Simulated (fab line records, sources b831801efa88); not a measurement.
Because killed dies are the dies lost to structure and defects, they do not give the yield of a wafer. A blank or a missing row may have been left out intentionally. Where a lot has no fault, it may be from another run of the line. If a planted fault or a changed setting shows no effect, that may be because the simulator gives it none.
The tool behind it: which one? -- flow sky130 -- 10 lots, 30 wafers sampled, at 4 steps of a route of 708

## WHAT THE GAUGES SHOWED, per wafer
SKY_SD_N_OVL_MEAS_08. Usual: SD_N_OVL gives -0.6 nm (standard deviation 1.6).
lot,measured,on,SD_N_OVL (nm),flag
L202,day 28 23:10,overlay-02,-3.1 -3.2 -3.2,
L203,day 30 00:21,overlay-02,-0.5 1.0 2.4,
L205,day 30 11:58,overlay-02,1.4 0.1 1.1,
L206,day 31 07:28,overlay-02,0.1 0.5 -0.5,
L213,day 33 13:28,overlay-01,-2.0 -4.2 -3.7,
L215,day 33 17:17,overlay-01,-1.9 -2.6 -1.8,
L216,day 33 21:11,overlay-01,0.5 0.9 2.0,
L217,day 34 02:50,overlay-01,-4.0 -2.0 -3.4,
L218,day 34 07:51,overlay-01,-1.5 -1.8 -2.1,
L221,day 35 09:44,overlay-02,-1.1 -2.3 -0.8,

SKY_SD_N_RS_MEAS_16: measurement is done with a four-point probe. Usual: SD_N_RS gives 68.56 ohm/sq (standard deviation 0.1).
lot,measured,on,SD_N_RS (ohm/sq),flag
L202,day 28 23:53,filmMetro-03,68.51 68.54 68.51,
L203,day 30 01:04,filmMetro-03,72.10 72.18 72.31,OFF
L205,day 30 12:42,filmMetro-03,72.14 72.05 72.34,OFF
L206,day 31 08:11,filmMetro-03,68.60 68.67 68.65,
L213,day 33 14:11,filmMetro-04,68.84 68.71 68.61,
L215,day 33 18:01,filmMetro-03,68.48 68.56 68.50,
L216,day 33 21:55,filmMetro-03,68.58 68.44 68.47,
L217,day 34 03:33,filmMetro-01,68.49 68.47 68.47,
L218,day 34 08:34,filmMetro-03,68.55 68.66 68.72,
L221,day 35 10:29,filmMetro-03,68.46 68.59 68.46,

## WHICH TOOL RAN EACH LOT (tool, then ch and the chambers of the sampled wafers, then the start)
lot,SKY_SD_N_IMPLANT_09,SKY_SD_N_STRIP_11
L202,"implanter-03 ch 0, day 28 23:13","plasmaAsher-01 ch 0,1, day 28 23:29"
L203,"implanter-03 ch 0, day 30 00:23","plasmaAsher-02 ch 0,1, day 30 00:41"
L205,"implanter-03 ch 0, day 30 12:01","plasmaAsher-02 ch 0,1, day 30 12:17"
L206,"implanter-04 ch 0, day 31 07:31","plasmaAsher-01 ch 0, day 31 07:47"
L213,"implanter-03 ch 0, day 33 13:31","plasmaAsher-01 ch 0,1, day 33 13:47"
L215,"implanter-01 ch 0, day 33 17:20","plasmaAsher-01 ch 0,1, day 33 17:37"
L216,"implanter-04 ch 0, day 33 21:13","plasmaAsher-01 ch 0,1, day 33 21:31"
L217,"implanter-01 ch 0, day 34 02:52","plasmaAsher-01 ch 0,1, day 34 03:10"
L218,"implanter-04 ch 0, day 34 07:53","plasmaAsher-01 ch 0,1, day 34 08:11"
L221,"implanter-03 ch 0, day 35 09:49","plasmaAsher-02 ch 0,1, day 35 10:06"
- SKY_SD_N_IMPLANT_09
- SKY_SD_N_STRIP_11: strips in O2/N2.

## WHAT THE TOOLS THEMSELVES READ (means of the sampled wafers that have a number; where no wafer has one, the mark that the record gives instead)
SKY_SD_N_IMPLANT_09. Usual: beamEnergyKeV 50.002, standard deviation 0.014; beamOnS 18.5 s, standard deviation 2.7.
lot,tool,beamEnergyKeV,beamOnS (s),flag
L202,implanter-03,49.999,21.5,
L203,implanter-03,45.046,21.6,OFF
L205,implanter-03,45.032,21.4,OFF
L206,implanter-04,50.004,18.8,
L213,implanter-03,50.010,21.7,
L215,implanter-01,49.991,15.0,
L216,implanter-04,50.012,19.2,
L217,implanter-01,50.003,15.5,
L218,implanter-04,50.000,19.0,
L221,implanter-03,50.006,21.4,

SKY_SD_N_STRIP_11. Usual: drypumpMotorCurrentA 5.5 A, standard deviation 0.37; n2FlowSccm 299.9 sccm, standard deviation 0.89; o2FlowSccm 3000 sccm, standard deviation 9.5; oesProductAu 0.528 a.u., standard deviation 0.0049; stripTimeToEndpointS 22.56 s, standard deviation 0.037.
lot,tool,drypumpMotorCurrentA (A),n2FlowSccm (sccm),o2FlowSccm (sccm),oesProductAu (a.u.),stripTimeToEndpointS (s),flag
L202,plasmaAsher-01,5.5,298.9,2998,0.523,22.58,
L203,plasmaAsher-02,4.9,299.4,3004,0.537,21.82,OFF
L205,plasmaAsher-02,5.0,300.0,2999,0.541,21.84,OFF
L206,plasmaAsher-01,5.3,299.8,2997,0.525,22.55,
L213,plasmaAsher-01,5.7,299.2,2995,0.525,22.56,
L215,plasmaAsher-01,5.7,300.2,3008,0.529,22.54,
L216,plasmaAsher-01,5.7,300.0,3011,0.529,22.60,
L217,plasmaAsher-01,5.5,300.2,3002,0.529,22.58,
L218,plasmaAsher-01,5.5,300.6,2998,0.526,22.49,
L221,plasmaAsher-02,5.0,299.8,2993,0.528,22.56,

## THE ANSWER, worked out from the rows above alone
Rule: a lot counts as off when the mean over its wafers that have a number is more than 3 standard deviations away from the usual mean. A lot without any number at a reading at which 4 lots or more have one is off too. Where the step has rows for the other lots, those lots are counted as sound. First the gauges in route order, then the tools' own readings, where a lot's mean is used as printed above. At the first step where some lot is off, the reading lying furthest off is the one used; lots without a number count as furthest.
Off: L203, L205, seen at SKY_SD_N_RS_MEAS_16 (SD_N_RS).
A tool fits if, at a process step before that reading, it ran every lot that is off, and no sound lot after the first of them. The gauges at SKY_SD_N_RS_MEAS_16 aren't tried: what is off there is off at SKY_SD_N_IMPLANT_09 too, on other tools, and a gauge's error can't cause that. No candidate that was tried fits.

## WHAT THE SIMULATOR HAD PUT IN
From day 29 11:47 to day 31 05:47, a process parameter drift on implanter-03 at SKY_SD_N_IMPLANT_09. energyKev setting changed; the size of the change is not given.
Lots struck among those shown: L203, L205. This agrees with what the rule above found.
